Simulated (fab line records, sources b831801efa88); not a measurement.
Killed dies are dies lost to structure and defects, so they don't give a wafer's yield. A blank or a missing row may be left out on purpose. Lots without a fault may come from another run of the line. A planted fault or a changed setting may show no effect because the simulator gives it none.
fab line records | flow gf180mcu | part 1 of 2: steps 1 to 27 of 36
record lots=5 wafers=15 last_day=33
route steps=602 shown STI@5 DNWELL@32
lots that met no fault: from a run of the same line without faults
start_h: hours from the record's first day to the start of the lot's first wafer shown | wait_h: hours since the lot's step before | " the same as in the row above | L1.1+2: a row that stands for several wafers | - no value, or no start given | * or withheld: withheld | < > ~ a bound
route shown NAME@n: a module of which the file shows steps, and the number in the route of the first | usual: mean/standard deviation of fault-free wafers | same: alike in all rows | chamber/n: place in a boat | sites: the reading at each site | _std_site: their standard deviation | _edge_site: outer sites' mean less inner sites' | radius_mm: how far each site lies from the wafer's centre | mask NAME#n: copy n | behind: the tool/chamber that last shaped the wafer | hold: why the lot was held/for how many hours/how that ended | device: the transistor (n, p or np) that didn't switch | end of line: the same wafers' tests at the end of the route | a step without rows: its recipe alone | killed: dies lost to structure and defects at the first sort, not the wafer's yield | map: a wafer's dies, x killed, . not, _ none there
set.NAME: the setting as run; set.NAME@STEP: as run at that earlier step | model.NAME: the simulator's own value behind a step, which no gauge read
lots at some steps of the route; a table a step, a row a wafer
services: from which hour (start_h, from the record's first day; less than 0 if before it) a tool's chamber was out of use, for how many hours, and why
## steps
# step GF_STI_THK_MEAS_04
# recipe reads=Si3N4_of_STI_CVD_03
# usual STI_CVD_03_THK=206.7/2
# columns lot.wafer tool chamber start_h wait_h STI_CVD_03_THK[nm]
L074.1 film_metro-04 - 13.56 0.0 207.3
L074.3 " - " " 208.2
L074.4 " - " " 207.3
L077.2 film_metro-03 - 29.56 0.0 205.6
L077.3 " - " " 206.8
L077.4 " - " " 207.0
L082.1 film_metro-02 - 53.56 0.0 206.8
L082.5 " - " " 207.4
L082.6 " - " " 205.7
L093.1 film_metro-02 - 110.63 0.0 208.2
L093.2 " - " " 205.7
L093.6 " - " " 209.0
L094.1 film_metro-04 - 113.56 0.0 207.5
L094.2 " - " " 208.9
L094.5 " - " " 209.0
# step GF_STI_DEHYDRATE_05
# recipe temp_c=200 time_s=60
# usual resist_line_temp_C=22.99/0.099
# columns lot.wafer tool chamber start_h wait_h resist_line_temp_C
L074.1 litho_track-03 0 19.17 5.6 22.95
L074.3 " 0 " " 22.92
L074.4 " 0 " " 22.87
L077.2 litho_track-04 0 34.43 4.9 22.92
L077.3 " 0 " " 23.09
L077.4 " 0 " " 23.01
L082.1 litho_track-04 0 59.40 5.8 22.83
L082.5 " 0 " " 22.95
L082.6 " 0 " " 23.03
L093.1 litho_track-01 0 116.94 6.3 22.95
L093.2 " 0 " " 22.90
L093.6 " 0 " " 23.02
L094.1 litho_track-04 0 119.55 6.0 22.98
L094.2 " 0 " " 23.06
L094.5 " 0 " " 22.97
# step GF_STI_HMDS_06
# recipe prime_time_s=60 prime_temp_c=120
# usual resist_line_temp_C=23.02/0.11
# columns lot.wafer tool chamber start_h wait_h resist_line_temp_C
L074.1 litho_track-03 0 19.32 0.1 23.20
L074.3 " 0 " " 23.13
L074.4 " 0 " " 23.18
L077.2 litho_track-04 0 34.58 0.1 22.90
L077.3 " 0 " " 22.94
L077.4 " 0 " " 23.00
L082.1 litho_track-04 0 59.55 0.1 22.89
L082.5 " 0 " " 22.86
L082.6 " 0 " " 23.08
L093.1 litho_track-01 0 117.09 0.1 23.04
L093.2 " 0 " " 23.10
L093.6 " 0 " " 22.99
L094.1 litho_track-04 0 119.70 0.1 22.73
L094.2 " 0 " " 22.82
L094.5 " 0 " " 22.83
# step GF_STI_COAT_07
# recipe resist=KrF spin_rpm=withheld resist_thk_nm=700
# usual resist_line_temp_C=22.97/0.11
# columns lot.wafer tool chamber start_h wait_h resist_line_temp_C
L074.1 litho_track-03 0 19.47 0.1 23.03
L074.3 " 0 " " 22.99
L074.4 " 0 " " 22.91
L077.2 litho_track-04 0 34.73 0.1 22.85
L077.3 " 0 " " 22.89
L077.4 " 0 " " 22.85
L082.1 litho_track-04 0 59.70 0.1 22.97
L082.5 " 0 " " 22.98
L082.6 " 0 " " 22.91
L093.1 litho_track-01 0 117.24 0.1 23.04
L093.2 " 0 " " 22.93
L093.6 " 0 " " 23.04
L094.1 litho_track-04 0 119.85 0.1 22.96
L094.2 " 0 " " 22.97
L094.5 " 0 " " 23.08
# step GF_STI_SOFTBAKE_08
# recipe temp_c=130 time_s=60 resist=KrF
# usual resist_line_temp_C=22.98/0.1
# columns lot.wafer tool chamber start_h wait_h resist_line_temp_C
L074.1 litho_track-03 0 19.62 0.1 23.02
L074.3 " 0 " " 23.08
L074.4 " 0 " " 22.98
L077.2 litho_track-04 0 34.88 0.1 23.12
L077.3 " 0 " " 23.06
L077.4 " 0 " " 23.03
L082.1 litho_track-04 0 59.85 0.1 23.12
L082.5 " 0 " " 23.03
L082.6 " 0 " " 23.07
L093.1 litho_track-01 0 117.39 0.1 23.01
L093.2 " 0 " " 23.08
L093.6 " 0 " " 23.12
L094.1 litho_track-04 0 120.00 0.1 23.00
L094.2 " 0 " " 23.09
L094.5 " 0 " " 22.95
# step GF_STI_EXPOSE_09
# recipe mask_id=COMP target_cd_nm=220 na=0.68 source_shape=conventional sigma_outer=0.6 dose_mj=28
# usual focus_offset_nm=0.1/0.48 stage_vel_mm_s=500.05/0.23
# same na=0.68
# columns lot.wafer tool chamber start_h wait_h mask focus_offset_nm stage_vel_mm_s
L074.1 krf_scanner-02 0 - - COMP#0 0.4 500.48
L074.3 " 0 " " COMP#0 0.9 499.93
L074.4 " 0 " " COMP#0 0.2 499.87
L077.2 krf_scanner-02 0 - - COMP#0 0.9 500.14
L077.3 " 0 " " COMP#0 1.2 500.10
L077.4 " 0 " " COMP#0 -0.2 500.00
L082.1 krf_scanner-02 0 - - COMP#0 0.1 500.00
L082.5 " 0 " " COMP#0 0.2 499.81
L082.6 " 0 " " COMP#0 0.1 499.83
L093.1 krf_scanner-02 0 - - COMP#0 0.3 499.78
L093.2 " 0 " " COMP#0 -0.5 500.08
L093.6 " 0 " " COMP#0 -0.5 499.74
L094.1 krf_scanner-02 0 - - COMP#0 -0.1 499.60
L094.2 " 0 " " COMP#0 -0.3 499.94
L094.5 " 0 " " COMP#0 -0.3 500.34
# step GF_STI_PEB_10
# recipe peb_temp_c=134 peb_time_s=90 resist=KrF
# usual resist_line_temp_C=23.01/0.11
# columns lot.wafer tool chamber start_h wait_h resist_line_temp_C
L074.1 litho_track-04 0 - - 22.88
L074.3 " 0 " " 23.07
L074.4 " 0 " " 22.86
L077.2 litho_track-04 0 - - 23.15
L077.3 " 0 " " 23.22
L077.4 " 0 " " 23.00
L082.1 litho_track-04 0 - - 23.09
L082.5 " 0 " " 22.99
L082.6 " 0 " " 23.02
L093.1 litho_track-01 0 - - 22.81
L093.2 " 0 " " 22.83
L093.6 " 0 " " 22.88
L094.1 litho_track-01 0 - - 22.95
L094.2 " 0 " " 22.88
L094.5 " 0 " " 22.93
# step GF_STI_DEVELOP_11
# recipe develop_time_s=60 dev_temp_c=21
# usual resist_line_temp_C=22.99/0.1
# columns lot.wafer tool chamber start_h wait_h resist_line_temp_C
L074.1 litho_track-04 0 25.50 0.2 22.87
L074.3 " 0 " " 22.91
L074.4 " 0 " " 22.85
L077.2 litho_track-04 0 40.53 0.2 23.03
L077.3 " 0 " " 22.87
L077.4 " 0 " " 22.94
L082.1 litho_track-04 0 65.95 0.2 22.91
L082.5 " 0 " " 22.90
L082.6 " 0 " " 23.14
L093.1 litho_track-01 0 124.19 0.2 22.93
L093.2 " 0 " " 23.13
L093.6 " 0 " " 23.11
L094.1 litho_track-01 0 127.49 0.2 23.02
L094.2 " 0 " " 23.16
L094.5 " 0 " " 22.95
# step GF_STI_CD_MEAS_12
# recipe target_cd_nm=220
# usual cd_nm=219.9/1.1
# columns lot.wafer tool chamber start_h wait_h cd_nm
L074.1 cd_sem-02 - 25.65 0.1 221.4
L074.3 " - " " 219.4
L074.4 " - " " 218.8
L077.2 cd_sem-02 - 40.67 0.1 221.8
L077.3 " - " " 220.7
L077.4 " - " " 221.1
L082.1 cd_sem-01 - 66.10 0.1 218.9
L082.5 " - " " 218.1
L082.6 " - " " 220.2
L093.1 cd_sem-01 - 124.34 0.1 220.3
L093.2 " - " " 219.5
L093.6 " - " " 220.0
L094.1 cd_sem-01 - 127.64 0.1 219.5
L094.2 " - " " 220.1
L094.5 " - " " 219.6
# step GF_STI_ETCH_13
# recipe chemistry=CHF3/O2 stop_on=Si over_etch_frac=0.3 target_depth_a=2823.1 source_w=600 bias_w=200 pressure_mtorr=40 chf3_flow_sccm=50 O2_flow_sccm=5 time_s=112.9
# usual drypump_motor_current_A=5.6/0.41 oes_product_au=0.832/0.0061 throttle_valve_pct=8.810/0.0092
# columns lot.wafer tool chamber start_h wait_h drypump_motor_current_A oes_product_au rf_hours_counter_h throttle_valve_pct
L074.1 rie_diel-04 3 25.77 0.1 5.8 0.832 59 8.796
L074.3 " 0 " " 6.0 0.831 175 8.820
L074.4 " 2 " " 6.0 0.828 162 8.796
L077.2 rie_diel-03 0 40.77 0.1 5.7 0.826 66 8.796
L077.3 " 2 " " 4.9 0.835 74 8.812
L077.4 " 3 " " 5.6 0.838 87 8.819
L082.1 rie_diel-03 0 66.22 0.1 5.8 0.836 67 8.811
L082.5 " 0 " " 5.8 0.833 - 8.803
L082.6 " 3 " " 5.6 0.827 - 8.810
L093.1 rie_diel-03 3 124.46 0.1 5.7 0.831 89 8.815
L093.2 " 2 " " 4.9 0.830 76 8.800
L093.6 " 2 " " 4.9 0.841 - 8.827
L094.1 rie_diel-03 2 127.76 0.1 4.9 0.833 76 8.810
L094.2 " 3 " " 5.7 0.841 89 8.809
L094.5 " 0 " " 5.8 0.842 - 8.796
# step GF_STI_ETCH_14
# recipe target=Si chemistry=HBr/Cl2/O2 target_depth_nm=360 icp_w=600 bias_w=150 pressure_mtorr=15 HBr_flow_sccm=150 Cl2_flow_sccm=40 O2_flow_sccm=6 time_s=102.9
# usual drypump_motor_current_A=5.4/0.35 oes_product_au=0.994/0.013 throttle_valve_pct=25.660/0.012
# columns lot.wafer tool chamber start_h wait_h drypump_motor_current_A oes_product_au rf_hours_counter_h throttle_valve_pct
L074.1 rie_si-02 2 25.85 0.0 5.2 0.968 22 25.682
L074.3 " 2 " " 5.1 0.961 - 25.657
L074.4 " 0 " " 5.3 0.992 - 25.677
L077.2 rie_si-02 2 40.85 0.0 5.2 0.969 23 25.687
L077.3 " 3 " " 5.0 1.001 27 25.656
L077.4 " 3 " " 5.0 1.008 - 25.656
L082.1 rie_si-01 0 66.30 0.0 5.8 1.010 35 25.663
L082.5 " 2 " " 6.0 0.981 - 25.678
L082.6 " 3 " " 5.8 0.985 - 25.652
L093.1 rie_si-02 1 124.54 0.0 5.1 0.994 1 25.663
L093.2 " 2 " " 5.1 0.989 24 25.645
L093.6 " 3 " " 5.1 1.007 - 25.644
L094.1 rie_si-01 3 127.84 0.0 5.8 0.988 5 25.647
L094.2 " 1 " " 5.4 0.990 114 25.669
L094.5 " 0 " " 5.8 1.010 - 25.649
# step GF_STI_STRIP_15
# recipe chemistry=O2/N2 power_w=1400 pressure_mtorr=1500 platen_temp_c=250 o2_flow_sccm=3000 n2_flow_sccm=300 overash_fraction=0.5
# usual drypump_motor_current_A=5.79/0.26 heater_power_w=341/74 oes_product_au=0.385/0.005 strip_time_to_endpoint_s=3.75/0.055
# columns lot.wafer tool chamber start_h wait_h drypump_motor_current_A heater_power_w oes_product_au rf_hours_counter_h strip_time_to_endpoint_s
L074.1 plasma_asher-01 1 25.96 0.1 5.71 327 0.379 37 3.75
L074.3 " 0 " " 5.90 527 0.385 - 3.75
L074.4 " 1 " " 5.69 322 0.385 - 3.75
L077.2 plasma_asher-04 0 40.92 0.0 5.52 298 0.387 24 3.80
L077.3 " 1 " " 6.09 288 0.398 - 3.82
L077.4 " 0 " " 5.51 305 0.386 - 3.68
L082.1 plasma_asher-04 0 66.37 0.0 5.53 300 0.379 27 3.68
L082.5 " 0 " " 5.53 297 0.386 - 3.79
L082.6 " 1 " " 6.11 285 0.389 - 3.71
L093.1 plasma_asher-04 1 124.61 0.0 6.19 291 0.379 34 3.64
L093.2 " 0 " " 5.52 314 0.383 34 3.76
L093.6 " 1 " " 6.09 299 0.390 - 3.77
L094.1 plasma_asher-02 0 127.91 0.0 5.38 338 0.395 48 3.79
L094.2 " 1 " " 5.96 303 0.384 48 3.73
L094.5 " 1 " " 5.95 302 0.385 - 3.71
# step GF_STI_CLEAN_16
# recipe chemistry=dHF time_s=25 dilution=100:1
# columns lot.wafer tool chamber start_h wait_h
L074.1+3+4 wet_bench-04 1 26.06 0.1
L077.2+3+4 wet_bench-01 3 41.02 0.1
L082.1+5+6 wet_bench-01 2 66.47 0.1
L093.1+2+6 wet_bench-02 0 124.71 0.1
L094.1+2+5 wet_bench-01 3 128.01 0.1
# step GF_STI_WET_ETCH_17
# recipe chemistry=H3PO4 target_depth_nm=45 temp_c=160 target=Si3N4 time_s=514
# columns lot.wafer tool chamber start_h wait_h
L074.1+3+4 wet_bench-04 0 26.08 0.0
L077.2+3+4 wet_bench-04 1 41.04 0.0
L082.1+5+6 wet_bench-04 3 66.49 0.0
L093.1+2+6 wet_bench-04 3 124.72 0.0
L094.1+2+5 wet_bench-04 2 128.04 0.0
# step GF_STI_CLEAN_18
# recipe chemistry=SC1/SC2 mix=1:4:20 temp_c=70 time_s=150
# columns lot.wafer tool chamber start_h wait_h
L074.1+3+4 wet_bench-02 2 26.23 0.0
L077.2+3+4 wet_bench-02 1 41.20 0.0
L082.1+5+6 wet_bench-01 1 66.64 0.0
L093.1+2+6 wet_bench-01 3 124.88 0.0
L094.1+2+5 wet_bench-02 3 128.21 0.0
# step GF_STI_CLEAN_19
# recipe chemistry=dHF time_s=20 dilution=100:1
# columns lot.wafer tool chamber start_h wait_h
L074.1+3+4 wet_bench-04 3 26.28 0.0
L077.2+3+4 wet_bench-01 2 41.26 0.0
L082.1+5+6 wet_bench-04 1 66.69 0.0
L093.1+2+6 wet_bench-02 1 124.98 0.0
L094.1+2+5 wet_bench-01 0 128.26 0.0
# step GF_STI_WET_ETCH_20
# recipe chemistry=dHF dilution=100:1 target_depth_nm=20 temp_c=25 dry=ipa_marangoni target=SiO2 time_s=400
# columns lot.wafer tool chamber start_h wait_h
L074.1+3+4 wet_bench-02 0 26.29 0.0
L077.2+3+4 wet_bench-04 2 41.28 0.0
L082.1+5+6 wet_bench-01 1 66.70 0.0
L093.1+2+6 wet_bench-04 0 124.99 0.0
L094.1+2+5 wet_bench-04 1 128.28 0.0
# step GF_STI_OXIDATION_21
# recipe temp_c=1000 ambient=O2 stabilise_s=600 purge_s=300 target_thk_a=150 ox_time_s=458
# usual spike_tc_bottom_C=1020.1/1.2 zone_power_centre_pct=25.53/0.3
# columns lot.wafer tool chamber start_h wait_h spike_tc_bottom_C zone_power_centre_pct
L074.1 furnace-02 0 27.05 0.6 1021.7 25.85
L074.3 " 0 " " 1020.0 25.45
L074.4 " 0 " " 1018.3 25.72
L077.2 furnace-01 0 41.88 0.5 1018.0 25.98
L077.3 " 0 " " 1017.8 25.23
L077.4 " 0 " " 1020.8 25.64
L082.1 furnace-01 0 67.10 0.3 1019.2 25.59
L082.5 " 0 " " 1018.8 25.38
L082.6 " 0 " " 1019.2 25.49
L093.1 furnace-02 0 125.19 0.1 1020.5 25.70
L093.2 " 0 " " 1021.7 25.84
L093.6 " 0 " " 1019.9 25.42
L094.1 furnace-02 0 128.91 0.5 1019.3 25.71
L094.2 " 0 " " 1020.6 25.55
L094.5 " 0 " " 1020.7 25.30
# step GF_STI_THK_MEAS_22
# recipe reads=SiO2_of_STI_OXIDATION_21
# usual STI_OXIDATION_01_THK=15.04/0.28
# columns lot.wafer tool chamber start_h wait_h STI_OXIDATION_01_THK[nm]
L074.1 film_metro-04 - 28.18 0.0 15.65
L074.3 " - " " 15.54
L074.4 " - " " 15.43
L077.2 film_metro-02 - 43.02 0.0 15.30
L077.3 " - " " 15.31
L077.4 " - " " 15.38
L082.1 film_metro-03 - 68.22 0.0 14.65
L082.5 " - " " 14.62
L082.6 " - " " 14.68
L093.1 film_metro-02 - 126.32 0.0 14.74
L093.2 " - " " 14.86
L093.6 " - " " 14.68
L094.1 film_metro-04 - 130.04 0.0 15.04
L094.2 " - " " 15.11
L094.5 " - " " 14.96
# step GF_STI_CVD_23
# recipe material=SiO2 target_thk_nm=650 sigma_open_frac=0.3 time_s=108.3 temp_c=600 sih4_flow_sccm=60 pressure_mtorr=6
# columns lot.wafer tool chamber start_h wait_h
L074.1+3+4 hdpcvd-01 1,0,2 28.24 0.1
L077.2+3+4 hdpcvd-01 2,1,2 43.07 0.0
L082.1+5+6 hdpcvd-02 1,2,1 68.28 0.1
L093.1+2+6 hdpcvd-02 1,0,1 126.38 0.1
L094.1+2+5 hdpcvd-01 2,1,2 130.10 0.1
# step GF_STI_THK_MEAS_24
# recipe reads=SiO2_of_STI_CVD_23
# usual STI_CVD_23_THK=652/10
# columns lot.wafer tool chamber start_h wait_h STI_CVD_23_THK[nm]
L074.1 film_metro-02 - 28.31 0.0 655
L074.3 " - " " 666
L074.4 " - " " 665
L077.2 film_metro-02 - 43.16 0.0 658
L077.3 " - " " 642
L077.4 " - " " 659
L082.1 film_metro-03 - 68.36 0.0 642
L082.5 " - " " 653
L082.6 " - " " 641
L093.1 film_metro-02 - 126.46 0.0 660
L093.2 " - " " 648
L093.6 " - " " 657
L094.1 film_metro-02 - 130.18 0.0 664
L094.2 " - " " 633
L094.5 " - " " 666
# step GF_STI_CMP_25
# recipe stop_on=Si3N4 t_overpolish_s=33 down_force_psi=4 platen_rpm=60 target_thk_nm=524.6 pad_velocity_m_s=0.94248
# usual motor_current_A=11.4/1.2 overpolish_run_s=33.001/0.0083 time_to_endpoint_s=125/5.8
# columns lot.wafer tool chamber start_h wait_h motor_current_A overpolish_run_s time_to_endpoint_s
L074.3 cmp-02 1 28.49 0.1 13.6 33.005 132
L074.1 " 3 " " 11.2 33.014 123
L074.4 " 0 " " 11.1 32.987 120
L077.4 cmp-01 2 43.21 0.0 12.4 33.001 122
L077.2 " 3 " " 11.8 32.997 125
L077.3 " 0 " " 10.3 32.991 128
L082.1 cmp-02 2 68.52 0.1 12.1 32.995 127
L082.6 " 0 " " 11.2 32.989 111
L082.5 " 1 " " 13.4 33.016 123
L093.1 cmp-02 3 126.57 0.1 10.6 33.001 120
L093.2 " 1 " " 13.7 32.999 128
L093.6 " 2 " " 11.8 32.997 127
L094.1 cmp-02 2 130.29 0.1 11.4 33.011 134
L094.2 " 0 " " 10.9 33.006 117
L094.5 " 1 " " 13.2 32.995 135
# step GF_STI_WET_ETCH_26
# recipe chemistry=dHF target_depth_nm=94 target=SiO2 temp_c=25 dilution=10:1 time_s=188
# columns lot.wafer tool chamber start_h wait_h
L074.1+3+4 wet_bench-02 1 28.79 0.1
L077.2+3+4 wet_bench-02 0 43.51 0.2
L082.1+5+6 wet_bench-04 2 68.72 0.1
L093.1+2+6 wet_bench-01 0 126.82 0.2
L094.1+2+5 wet_bench-04 3 130.59 0.3
# step GF_STI_WET_ETCH_27
# recipe chemistry=H3PO4 target_depth_nm=160 target=Si3N4 temp_c=160 time_s=1825
# columns lot.wafer tool chamber start_h wait_h
L074.1+3+4 wet_bench-01 0 28.85 0.0
L077.2+3+4 wet_bench-01 2 43.57 0.0
L082.1+5+6 wet_bench-04 0 68.78 0.0
L093.1+2+6 wet_bench-04 0 126.94 0.0
L094.1+2+5 wet_bench-04 3 130.65 0.0
# step GF_STI_WET_ETCH_28
# recipe chemistry=dHF target_depth_nm=20 dry=ipa_marangoni target=SiO2 temp_c=25 dilution=10:1 time_s=40
# columns lot.wafer tool chamber start_h wait_h
L074.1+3+4 wet_bench-01 2 29.42 0.0
L077.2+3+4 wet_bench-02 2 44.09 0.0
L082.1+5+6 wet_bench-01 3 69.30 0.0
L093.1+2+6 wet_bench-02 3 127.50 0.0
L094.1+2+5 wet_bench-02 2 131.17 0.0
# step GF_STI_OXIDATION_29
# recipe temp_c=900 ambient=O2 stabilise_s=600 purge_s=300 target_thk_a=100 ox_time_s=1418
# usual spike_tc_bottom_C=920.1/1.5 zone_power_centre_pct=20.18/0.24
# columns lot.wafer tool chamber start_h wait_h spike_tc_bottom_C zone_power_centre_pct
L074.1 furnace-01 0 29.67 0.2 920.3 19.91
L074.3 " 0 " " 920.7 20.28
L074.4 " 0 " " 920.1 20.03
L077.2 furnace-01 0 44.11 0.0 918.0 19.91
L077.3 " 0 " " 918.9 20.43
L077.4 " 0 " " 920.4 19.90
L082.1 furnace-01 0 70.87 1.6 918.4 19.96
L082.5 " 0 " " 919.0 19.94
L082.6 " 0 " " 919.6 20.26
L093.1 furnace-02 0 127.52 0.0 922.5 19.96
L093.2 " 0 " " 920.2 20.26
L093.6 " 0 " " 919.7 20.71
L094.1 furnace-02 0 132.68 1.5 919.9 20.44
L094.2 " 0 " " 919.1 20.52
L094.5 " 0 " " 919.7 20.35
# step GF_STI_THK_MEAS_30
# recipe reads=SiO2_of_STI_OXIDATION_29
# usual STI_OXIDATION_02_THK=9.94/0.18
# columns lot.wafer tool chamber start_h wait_h STI_OXIDATION_02_THK[nm]
L074.1 film_metro-04 - 31.07 0.0 9.88
L074.3 " - " " 10.06
L074.4 " - " " 10.02
L077.2 film_metro-03 - 45.51 0.0 9.69
L077.3 " - " " 9.67
L077.4 " - " " 9.68
L082.1 film_metro-03 - 72.26 0.0 10.29
L082.5 " - " " 10.17
L082.6 " - " " 9.95
L093.1 film_metro-03 - 128.91 0.0 9.80
L093.2 " - " " 9.75
L093.6 " - " " 9.80
L094.1 film_metro-02 - 134.08 0.0 9.78
L094.2 " - " " 9.90
L094.5 " - " " 9.79
